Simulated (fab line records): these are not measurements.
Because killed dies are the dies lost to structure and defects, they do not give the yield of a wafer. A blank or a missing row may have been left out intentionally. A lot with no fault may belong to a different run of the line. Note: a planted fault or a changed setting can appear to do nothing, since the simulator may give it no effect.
A lot that was struck, set against a sound lot / flow sky130 / 31 steps out of a route of 708
Sound: these wafers, L589.1, L589.2, L589.6. Struck: wafer L608.4 (L608.5, L608.6, from the same lot, were not struck and are left out); the cause is given at the end.
Per side, at each step with rows, come the tool, then ch with its chambers, and then its first start. Under that, the readings that differ: sound wafers / struck wafers / difference of the means / sigmas: that difference in standard deviations of wafers without a fault.
alike: readings with means less than 2 such deviations apart, plus words and numbers identical on both sides. not compared: withheld readings, readings lacking a value on some wafer, bounds such as >300 that could conceal the same value, and numbers that have no deviation in the record and whose values overlap.
The two part at a step that has a row with sigmas, a row that says differs or no value, or rows on one side only. Non-overlapping numbers with no deviation appear without sigmas and do not part them. A reading that every wafer of one side lacks parts them only if that side has two wafers or more.

first, 2 steps without rows for these wafers: SKY_VIA4_PEB_09; SKY_VIA4_DEVELOP_10 (develop time 60 s).
SKY_VIA4_OVL_MEAS_11:
  sound: overlay-01 at day 43 01:07; struck: overlay-02 at day 47 20:24
  alike: VIA4_OVL
SKY_VIA4_ETCH_12: etches SiO2 in C4F8/O2/Ar, stops on TiN, target depth 580 nm.
  sound on rie diel-04 ch 0,1, day 43 01:10; struck on rie diel-04 ch 3, day 47 20:25
  alike: oes product au
SKY_VIA4_STRIP_13: strips in O2/N2.
  sound on plasma asher-04 ch 0,1, day 43 01:14; struck on plasma asher-01 ch 0, day 47 20:31
reading=drypump motor current A (A); sound=5.8 5.3 5.8; struck=6.4; difference=+0.8; sigmas=+3
  alike: oes product au, strip time to endpoint s
  not compared: rf hours counter h
then, 5 steps without rows for these wafers: SKY_VIA4_STRIP_14 (strips in post etch residue remover, time 1200 s); SKY_VIA4_CLEAN_15 (cleans in IPA, time 180 s); SKY_VIA4_CLEAN_16 (cleans in O3/DIW); SKY_VIA4_SPUTTER_17 (material TiN, target thk 20 nm, time 80 s); SKY_VIA4_CVD_18 (deposits W, target thk 505 nm, time 152.14 s).
SKY_VIA4_RS_MEAS_19: a four-point-probe measurement.
  sound: film metro-04 at day 43 02:02; struck: film metro-04 at day 47 21:22
  alike: VIA4_W_RS
SKY_VIA4_THK_MEAS_20: measures by xrf.
  sound: film metro-04 at day 43 02:09; struck: film metro-04 at day 47 21:27
  alike: VIA4_W_THK
SKY_VIA4_CMP_21: polishes, stops on SiO2, t overpolish 25 s, target thk 0 nm.
  sound on cmp-01 ch 1,2, day 43 02:16; struck on cmp-02 ch 0, day 47 21:39
reading=time to endpoint s (s); sound=115 120 117; struck=66; difference=-51; sigmas=-15
reading=model.SiO2_of_VIA4_HDPCVD_00.thk nm (nm); sound=573.4 576 575.4; struck=569.6; difference=-5.3; sigmas=
  alike: motor current A, overpolish run s
SKY_METAL5_SPUTTER_00: material Ti, target thk 15 nm, time 10 s.
  sound: pvd sputter-01 at day 43 02:31; struck: pvd sputter-01 at day 47 21:51
  alike: throttle valve pct
then, 2 steps without rows for these wafers: SKY_METAL5_SPUTTER_01 (material TiN, target thk 20 nm, time 16.7 s); SKY_METAL5_SPUTTER_02 (material AlCu, target thk 1150 nm, time 61.2 s).
SKY_METAL5_SPUTTER_03: material Ti, target thk 5 nm, time 3.3 s.
  sound: pvd sputter-01 at day 43 02:37; struck: pvd sputter-01 at day 47 21:57
  alike: throttle valve pct
SKY_METAL5_SPUTTER_04: material TiN, target thk 70 nm, time 58.3 s.
  sound: pvd sputter-01 at day 43 02:38; struck: pvd sputter-01 at day 47 21:58
  alike: throttle valve pct
SKY_METAL5_RS_MEAS_05: a four-point-probe measurement.
  sound: film metro-02 at day 43 02:41; struck: film metro-03 at day 47 22:04
reading=METAL5_ALCU_RS (ohm/sq); sound=0.02742 0.02742 0.02768; struck=0.0269; difference=-0.0006; sigmas=-3
SKY_METAL5_THK_MEAS_06: measures by xrf.
  sound: film metro-02 at day 43 02:48; struck: film metro-03 at day 47 22:10
reading=METAL5_ALCU_THK (nm); sound=1133 1131 1119; struck=1169; difference=+41; sigmas=+3
then, 8 steps without rows for these wafers: SKY_METAL5_DEHYDRATE_07 (time 60 s); SKY_METAL5_HMDS_08 (prime time 60 s); SKY_METAL5_COAT_09 (resist thk 1800 nm); SKY_METAL5_SOFTBAKE_10 (time 60 s); SKY_METAL5_EXPOSE_11 (exposes mask MM5, target cd 1600 nm); SKY_METAL5_PEB_12; SKY_METAL5_DEVELOP_13 (develop time 60 s); SKY_METAL5_DESCUM_14 (chemistry O2, time 11 s).
SKY_METAL5_METAL_ETCH_15: etches the open film in Cl2/BCl3, stops on SiO2, target depth 1260 nm, time 252 s.
  sound on rie metal-01 ch 0,1, day 44 01:39; struck on rie metal-04 ch 1, day 48 16:08
reading=model.SiO2_of_VIA4_HDPCVD_00.thk nm (nm); sound=548.2 550.6 550.2; struck=544.3; difference=-5.4; sigmas=
  alike: bcl3 flow sccm, drypump motor current A, mfc cl2 sccm, oes product au, throttle valve pct
  not compared: rf hours counter h
then, 1 step without rows for these wafers: SKY_METAL5_STRIP_16 (strips in O2/N2).
SKY_PAD_OPEN_PROBE_99:
  sound: prober-01 at day 46 01:45; struck: prober-02 at day 50 05:13
  alike: defect limited yield, killed_at_M0_to_M3, killed_at_M4_up, killed at contacts, killed at front end, killed at other, killed dies, killed open, killed short, sort_bin_3_pad_short, sort_bin_5_function, sort_bin_6_memory, sort n pass, sort yield pct

== WHERE THEY PART ==
At SKY_VIA4_STRIP_13 first; at SKY_METAL5_THK_MEAS_06 last (within this record only). Later steps at which nothing parts them and some readings are alike: SKY_METAL5_METAL_ETCH_15, SKY_PAD_OPEN_PROBE_99.

WHY: what the simulator had put in
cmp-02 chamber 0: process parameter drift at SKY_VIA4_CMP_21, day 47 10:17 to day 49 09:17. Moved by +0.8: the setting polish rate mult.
